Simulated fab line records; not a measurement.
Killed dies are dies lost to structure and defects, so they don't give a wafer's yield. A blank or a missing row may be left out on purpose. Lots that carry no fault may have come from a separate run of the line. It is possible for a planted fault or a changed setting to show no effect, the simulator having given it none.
fab line records	flow sky130
[record] lots = 7	wafers = 21	last-day = 49
route steps=708 shown METAL3@556
lots untouched by any fault: they come from a run of this same line in which no faults occurred
start-h: hours from the record's opening day to when the first of the lot's shown wafers began	wait-h: how many hours have passed since the lot's step before this one	" the same as in the row above	L1.1+2: a single row standing in for several wafers	- no value, or no start given	* or withheld: withheld	< > ~ a bound
route shown NAME@n: names a module that has steps shown in the file, with the first one's number in the route	usual: mean/standard deviation taken from wafers without a fault	same: alike in all rows	chamber/n: place in a boat	sites: per-site readings	_std_site: their standard deviation	_edge_site: the outer-site mean with the inner-site mean subtracted	radius-mm: for every site, how far away it sits from the centre of the wafer	mask NAME#n: copy n	behind: tool/chamber where the wafer was last shaped	hold: why the lot went on hold/how many hours it stayed there/how the hold came to an end	device: whichever transistor did not switch (one of n, p or np)	end of line: tests of these same wafers at the route's end	a step without rows: its recipe alone	killed: at the first sort, the dies lost to defects and structure; wafer yield is something else	map: dies across one wafer; x = killed, . = not, _ = none there
set.NAME: the setting the step ran with; set.NAME@STEP: the setting that earlier step ran with	model.NAME: the simulator's own value behind a step, which no gauge read
lots seen at some steps along the route; tables by step, rows by wafer
services: from which hour (start-h, from the record's first day; less than 0 if before it) a tool's chamber was out of use, for how many hours, and why
[[steps]]
[step SKY_METAL3_HMDS_06]
[recipe] prime-time-s = 60	prime-temp-c = 120
[step SKY_METAL3_COAT_07]
[recipe] resist = BARC	temp-c = withheld	time-s = withheld	spin-rpm = 3000	resist-thk-nm = 60
[step SKY_METAL3_COAT_08]
[recipe] resist = KrF-thick	spin-rpm = 2929	resist-thk-nm = 1140
[step SKY_METAL3_SOFTBAKE_09]
[recipe] temp-c = 100	time-s = 90	resist = KrF-thick
[step SKY_METAL3_EXPOSE_10]
[recipe] mask-id = MM3	na = 0.68	source-shape = annular	sigma-inner = 0.4	sigma-outer = 0.8	target-cd-nm = 300	dose-mj = 28
[step SKY_METAL3_PEB_11]
[recipe] peb-temp-c = withheld	peb-time-s = withheld	resist = KrF-thick
[step SKY_METAL3_DEVELOP_12]
[recipe] develop-time-s = 60	resist = KrF-thick	dev-temp-c = 21
[step SKY_METAL3_CD_MEAS_13]
[recipe] target-cd-nm = 300
[usual] cd-nm = 300.3/1.3
lot.wafer	tool	chamber	start-h	wait-h	cd-nm
L175.2	cd-sem-02	-	906.82	-	299.4
L175.4	"	-	"	"	298.8
L175.6	"	-	"	"	299.6
L179.1	cd-sem-02	-	945.93	-	299.8
L179.3	"	-	"	"	301.0
L179.5	"	-	"	"	300.8
L183.1	cd-sem-01	-	982.38	-	301.6
L183.2	"	-	"	"	300.5
L183.4	"	-	"	"	300.3
L182.2	cd-sem-01	-	985.28	-	300.4
L182.3	"	-	"	"	302.5
L182.4	"	-	"	"	300.8
L185.1	cd-sem-01	-	987.98	-	300.6
L185.5	"	-	"	"	302.4
L185.6	"	-	"	"	300.9
L186.1	cd-sem-01	-	1002.45	-	301.0
L186.3	"	-	"	"	301.8
L186.4	"	-	"	"	301.8
L191.2	cd-sem-02	-	1026.57	-	299.8
L191.4	"	-	"	"	301.6
L191.6	"	-	"	"	302.0
[step SKY_METAL3_OVL_MEAS_14]
[usual] METAL3_OVL = 1/4.5
lot.wafer	tool	chamber	start-h	wait-h	METAL3_OVL[nm]
L175.2	overlay-01	-	906.93	0.1	14
L175.4	"	-	"	"	8
L175.6	"	-	"	"	8
L179.1	overlay-02	-	946.05	0.1	-1
L179.3	"	-	"	"	-8
L179.5	"	-	"	"	-5
L183.1	overlay-02	-	982.50	0.1	0
L183.2	"	-	"	"	2
L183.4	"	-	"	"	4
L182.2	overlay-01	-	985.38	0.1	6
L182.3	"	-	"	"	9
L182.4	"	-	"	"	2
L185.1	overlay-02	-	988.10	0.1	-2
L185.5	"	-	"	"	-4
L185.6	"	-	"	"	-6
L186.1	overlay-02	-	1002.57	0.1	0
L186.3	"	-	"	"	0
L186.4	"	-	"	"	-1
L191.2	overlay-01	-	1026.68	0.1	1
L191.4	"	-	"	"	3
L191.6	"	-	"	"	3
[step SKY_METAL3_DESCUM_15]
[recipe] chemistry = O2	source-power-w = 150	bias-power-w = 0	pressure-mtorr = 10	temp-c = 40	time-s = 8
[usual] drypump-motor-current-A = 5.8/0.38	oes-product-au = 0.996/0.011	temp-c = 40.00/0.11
lot.wafer	tool	chamber	start-h	wait-h	drypump-motor-current-A	oes-product-au	rf-hours-counter-h	temp-c
L175.2	rie-metal-02	1	906.96	0.0	5.2	1.000	15	40.21
L175.4	"	0	"	"	6.4	0.989	-	39.95
L175.6	"	0	"	"	6.3	0.989	-	39.92
L179.1	rie-metal-03	0	946.09	0.0	6.1	0.996	11	39.99
L179.3	"	1	"	"	5.6	0.995	-	39.99
L179.5	"	1	"	"	5.6	1.003	-	40.11
L183.1	rie-metal-01	1	982.54	0.0	6.0	0.977	6	40.13
L183.2	"	0	"	"	5.6	1.009	16	40.01
L183.4	"	0	"	"	5.6	1.004	-	40.13
L182.2	rie-metal-03	1	985.41	0.0	5.6	1.000	9	40.02
L182.3	"	0	"	"	6.1	1.003	-	39.90
L182.4	"	1	"	"	5.6	0.996	-	40.13
L185.1	rie-metal-01	1	988.14	0.0	6.0	0.994	7	40.03
L185.5	"	0	"	"	5.6	1.023	-	40.02
L185.6	"	1	"	"	6.0	0.997	-	39.78
L186.1	rie-metal-02	0	1002.61	0.0	6.3	0.993	15	39.99
L186.3	"	1	"	"	5.2	0.997	-	39.95
L186.4	"	0	"	"	6.3	0.999	-	39.82
L191.2	rie-metal-01	0	1026.71	0.0	5.6	1.003	19	40.09
L191.4	"	1	"	"	6.0	0.975	-	39.96
L191.6	"	1	"	"	6.0	0.978	-	39.92
[step SKY_METAL3_ETCH_16]
[recipe] chemistry = N2/H2	target = BARC	ion-energy-ev = 200	bias-w = 100	pressure-mtorr = 30	n2-flow-sccm = 100	h2-flow-sccm = 200	icp-w = 500	stop-on = SiO2	time-s = 88.2	target-depth-a = 600
[usual] bias-w = 99.98/0.28	chamber-pressure-mTorr = 30.001/0.024	drypump-motor-current-A = 5.8/0.38	h2-flow-sccm = 200.0/0.59	oes-product-au = 0.625/0.0039	throttle-valve-pct = 13.205/0.0095
lot.wafer	tool	chamber	start-h	wait-h	bias-w	chamber-pressure-mTorr	drypump-motor-current-A	h2-flow-sccm	oes-product-au	rf-hours-counter-h	throttle-valve-pct
L175.2	rie-metal-02	1	906.99	0.0	100.46	29.991	5.2	199.7	0.626	15	13.214
L175.4	"	0	"	"	100.08	29.980	6.4	199.8	0.623	-	13.226
L175.6	"	0	"	"	99.81	30.042	6.4	199.7	0.625	-	13.203
L179.1	rie-metal-03	0	946.12	0.0	99.83	29.978	6.1	200.1	0.630	11	13.185
L179.3	"	1	"	"	99.81	29.971	5.6	199.2	0.620	-	13.203
L179.5	"	1	"	"	99.88	29.990	5.6	199.5	0.625	-	13.224
L183.1	rie-metal-01	1	982.57	0.0	99.77	29.918	6.0	199.9	0.617	7	13.199
L183.2	"	0	"	"	99.66	30.009	5.6	200.4	0.629	16	13.202
L183.4	"	0	"	"	99.75	29.946	5.6	199.6	0.620	-	13.224
L182.2	rie-metal-03	1	985.45	0.0	100.05	29.971	5.6	199.7	0.633	9	13.197
L182.3	"	0	"	"	100.61	30.013	6.1	200.5	0.633	-	13.224
L182.4	"	1	"	"	99.84	29.990	5.6	199.3	0.623	-	13.204
L185.1	rie-metal-01	1	988.17	0.0	100.02	29.985	6.0	200.4	0.630	7	13.229
L185.5	"	0	"	"	99.33	29.970	5.6	200.1	0.622	-	13.197
L185.6	"	1	"	"	100.04	29.966	6.0	199.5	0.617	-	13.199
L186.1	rie-metal-02	0	1002.64	0.0	100.15	30.010	6.3	200.3	0.626	15	13.208
L186.3	"	1	"	"	99.99	30.000	5.2	200.5	0.622	-	13.197
L186.4	"	0	"	"	100.01	30.023	6.4	200.0	0.625	-	13.218
L191.2	rie-metal-01	0	1026.74	0.0	99.57	29.948	5.6	199.8	0.627	19	13.203
L191.4	"	1	"	"	100.02	30.030	6.0	199.3	0.629	-	13.205
L191.6	"	1	"	"	99.92	29.981	6.0	199.3	0.628	-	13.199
[step SKY_METAL3_ETCH_17]
[recipe] target = SiO2	stop-on = TiN	chemistry = C4F8/O2/Ar	source-w = 1500	bias-w = 1200	pressure-mtorr = 40	c4f8-flow-sccm = withheld	O2_flow_sccm = 6	Ar_flow_sccm = 300	time-s = 3.9	target-depth-a = 150
[usual] bias-w = 1200/3.4	chamber-pressure-mTorr = 40.01/0.035	oes-product-au = 0.755/0.0074
lot.wafer	tool	chamber	start-h	wait-h	bias-w	chamber-pressure-mTorr	oes-product-au
L175.2	rie-diel-04	1	907.09	0.1	1196	40.01	0.762
L175.4	"	0	"	"	1201	40.05	0.768
L175.6	"	1	"	"	1196	40.06	0.752
L179.1	rie-diel-01	2	946.22	0.1	1202	40.02	0.752
L179.3	"	3	"	"	1197	39.98	0.754
L179.5	"	1	"	"	1196	40.03	0.758
L183.1	rie-diel-03	0	982.67	0.1	1195	39.94	0.752
L183.2	"	3	"	"	1202	39.97	0.750
L183.4	"	1	"	"	1202	40.00	0.760
L182.2	rie-diel-03	3	985.54	0.1	1195	40.00	0.757
L182.3	"	1	"	"	1197	40.04	0.762
L182.4	"	0	"	"	1201	39.94	0.758
L185.1	rie-diel-03	3	988.27	0.1	1197	40.01	0.756
L185.5	"	2	"	"	1205	39.97	0.754
L185.6	"	3	"	"	1197	40.02	0.763
L186.1	rie-diel-03	0	1002.74	0.1	1199	40.05	0.749
L186.3	"	1	"	"	1199	40.03	0.747
L186.4	"	2	"	"	1201	40.06	0.754
L191.2	rie-diel-04	1	1026.84	0.1	1211	40.05	0.747
L191.4	"	0	"	"	1197	39.98	0.756
L191.6	"	3	"	"	1201	39.97	0.756
[step SKY_METAL3_METAL_ETCH_18]
[recipe] target-depth-a = 8450	stop-on = SiO2	over-etch-frac = 0.3	time-s = 183.1	chemistry = Cl2/BCl3	resist-sidewall-deg = 88	pressure-mtorr = 10	icp-w = 900	bias-w = 48.5	Cl2_flow_sccm = 60	bcl3-flow-sccm = 30
[usual] bcl3-flow-sccm = 29.99/0.098	bias-w = 48.50/0.13	drypump-motor-current-A = 5.8/0.4	oes-product-au = 0.864/0.0066	throttle-valve-pct = 22.265/0.0098
lot.wafer	tool	chamber	start-h	wait-h	bcl3-flow-sccm	bias-w	drypump-motor-current-A	oes-product-au	rf-hours-counter-h	throttle-valve-pct	model.KrF-thick_of_METAL3_COAT_08.thk-nm	model.SiO2_of_VIA2_HDPCVD_00.thk-nm	model.METAL3.cd-nm
L175.2	rie-metal-03	0	907.11	0.0	29.91	48.26	6.1	0.866	10	22.258	543.7	465.1	297.2
L175.4	"	1	"	"	29.97	48.38	5.6	0.871	-	22.264	542.7	464.6	301.2
L175.6	"	0	"	"	29.99	48.44	6.1	0.864	-	22.255	541.5	465.8	297.4
L179.1	rie-metal-01	1	946.24	0.0	29.98	48.22	6.0	0.863	5	22.258	562.9	466	297.2
L179.3	"	1	"	"	30.02	48.32	6.0	0.864	-	22.271	560.8	465.7	297.2
L179.5	"	1	"	"	30.26	48.41	6.0	0.873	-	22.246	560.3	466.2	300.4
L183.1	rie-metal-02	0	982.69	0.0	-	-	-	-	-	-	1087	492.8	301.4
L183.2	"	1	"	"	-	-	-	-	-	-	1087	493.1	298.5
L183.4	"	1	"	"	-	-	-	-	-	-	1087	492.2	299.1
L182.2	rie-metal-01	1	985.56	0.0	-	-	-	-	-	-	1091	490.2	301.4
L182.3	"	1	"	"	-	-	-	-	-	-	1087	488.9	302.6
L182.4	"	0	"	"	-	-	-	-	-	-	1090	491.4	301.2
L185.1	rie-metal-02	1	988.29	0.0	-	-	-	-	-	-	1088	491.1	300.4
L185.5	"	0	"	"	-	-	-	-	-	-	1082	493	301.7
L185.6	"	1	"	"	-	-	-	-	-	-	1086	492.2	300.3
L186.1	rie-metal-03	1	1002.76	0.0	30.08	48.40	5.6	0.875	10	22.280	552.9	465.3	302
L186.3	"	0	"	"	29.90	48.89	6.1	0.865	-	22.276	543.8	465.5	300.9
L186.4	"	1	"	"	30.07	48.45	5.6	0.862	-	22.246	555.1	466.3	301.3
L191.2	rie-metal-03	1	1026.86	0.0	30.01	48.63	5.6	0.867	11	22.271	547.8	466.1	297.7
L191.4	"	0	"	"	30.13	48.56	6.1	0.870	-	22.238	550.2	465.7	297.8
L191.6	"	1	"	"	30.11	48.50	5.6	0.861	-	22.273	547.5	466.7	305.8
[step SKY_METAL3_STRIP_19]
[recipe] chemistry = O2/N2	power-w = 1400	pressure-mtorr = 1500	platen-temp-c = withheld	o2-flow-sccm = 3000	n2-flow-sccm = 300	overash-fraction = 0.5
[usual] drypump-motor-current-A = 5.6/0.39	oes-product-au = 0.510/0.0067	strip-time-to-endpoint-s = 6.72/0.088
lot.wafer	tool	chamber	start-h	wait-h	drypump-motor-current-A	oes-product-au	rf-hours-counter-h	strip-time-to-endpoint-s
L175.2	plasma-asher-03	0	907.28	0.1	5.8	0.514	49	6.70
L175.4	"	1	"	"	5.9	0.512	-	6.69
L175.6	"	1	"	"	6.0	0.504	-	6.67
L179.1	plasma-asher-03	1	946.47	0.2	6.0	0.516	53	6.89
L179.3	"	1	"	"	6.0	0.508	-	6.88
L179.5	"	1	"	"	6.0	0.519	-	6.87
L183.1	plasma-asher-04	1	982.86	0.1	5.9	0.713	114	11.94
L183.2	"	0	"	"	5.0	0.720	114	11.96
L183.4	"	1	"	"	5.9	0.712	-	11.94
L182.2	plasma-asher-03	0	985.74	0.1	5.8	0.721	58	11.99
L182.3	"	1	"	"	6.0	0.707	-	11.94
L182.4	"	0	"	"	5.8	0.708	-	11.96
L185.1	plasma-asher-01	0	988.46	0.1	5.3	0.714	82	11.95
L185.5	"	0	"	"	5.3	0.710	-	11.92
L185.6	"	1	"	"	5.8	0.720	-	11.96
L186.1	plasma-asher-01	0	1002.95	0.1	5.3	0.503	83	6.78
L186.3	"	1	"	"	5.9	0.510	-	6.68
L186.4	"	0	"	"	5.3	0.511	-	6.81
L191.2	plasma-asher-04	0	1027.04	0.1	5.0	0.517	117	6.74
L191.4	"	1	"	"	5.8	0.502	-	6.76
L191.6	"	0	"	"	5.0	0.512	-	6.74
[step SKY_METAL3_STRIP_20]
[recipe] chemistry = post-etch-residue-remover	time-s = 1200	temp-c = 72.5
[[services]]
tool	chamber	start-h	hours	kind
rie-metal-02	-	886.63	0.2	repair
rie-diel-01	0	889.51	15.0	repair
rie-metal-01	-	895.79	14.6	pm
rie-diel-04	-	919.36	14.6	pm
plasma-asher-01	-	928.51	3.1	repair
rie-diel-04	1	936.10	18.6	repair
rie-diel-04	3	940.46	3.5	repair
rie-diel-04	-	945.68	10.7	repair
rie-diel-03	1	961.63	15.9	repair
rie-diel-04	0	962.54	6.4	repair
plasma-asher-01	-	982.43	0.4	repair
rie-metal-01	-	989.50	1.4	pm
plasma-asher-01	-	999.09	3.7	repair
plasma-asher-04	-	1002.51	14.0	repair
plasma-asher-01	-	1018.19	0.9	repair
rie-diel-03	0	1018.39	5.8	repair
rie-diel-03	-	1018.99	14.6	pm
rie-diel-01	2	1024.00	14.9	repair
[[key]]
[first-sign] step = SKY_METAL3_METAL_ETCH_18	reading = tool-record	direction = missing
[effect] step = SKY_METAL3_STRIP_19	reading = strip-time-to-endpoint-s	direction = up	sigmas = 59	usual = *	struck = *
[model-effect] step = SKY_METAL3_METAL_ETCH_18	value = KrF-thick_of_METAL3_COAT_08.thk-nm	without = 538.8	struck = 1087
met-at SKY_METAL3_METAL_ETCH_18
struck-wafers L182.2,L182.3,L182.4,L183.1,L183.2,L183.4,L185.1,L185.5,L185.6
later-rows-left-out L182.2,L182.3,L182.4,L183.1,L183.2,L183.4,L185.1,L185.5,L185.6
sort-left-out L182.2,L182.3,L182.4,L183.1,L183.2,L183.4,L185.1,L185.5,L185.6
onset-between 946.24 982.69
[fault] kind = skipped-step-whole	tool = rie-metal-01,rie-metal-02	chamber = -	onset-h = 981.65	steps = SKY_METAL3_METAL_ETCH_18	scope = struck-lots-only
// sort-left-out: the simulated sort isn't trusted on such a fault, so these wafers' sort isn't shown, and their yield isn't known
// later-rows-left-out: the simulator's readings of these wafers behind a module that went badly wrong aren't trusted and aren't shown, but for the sort
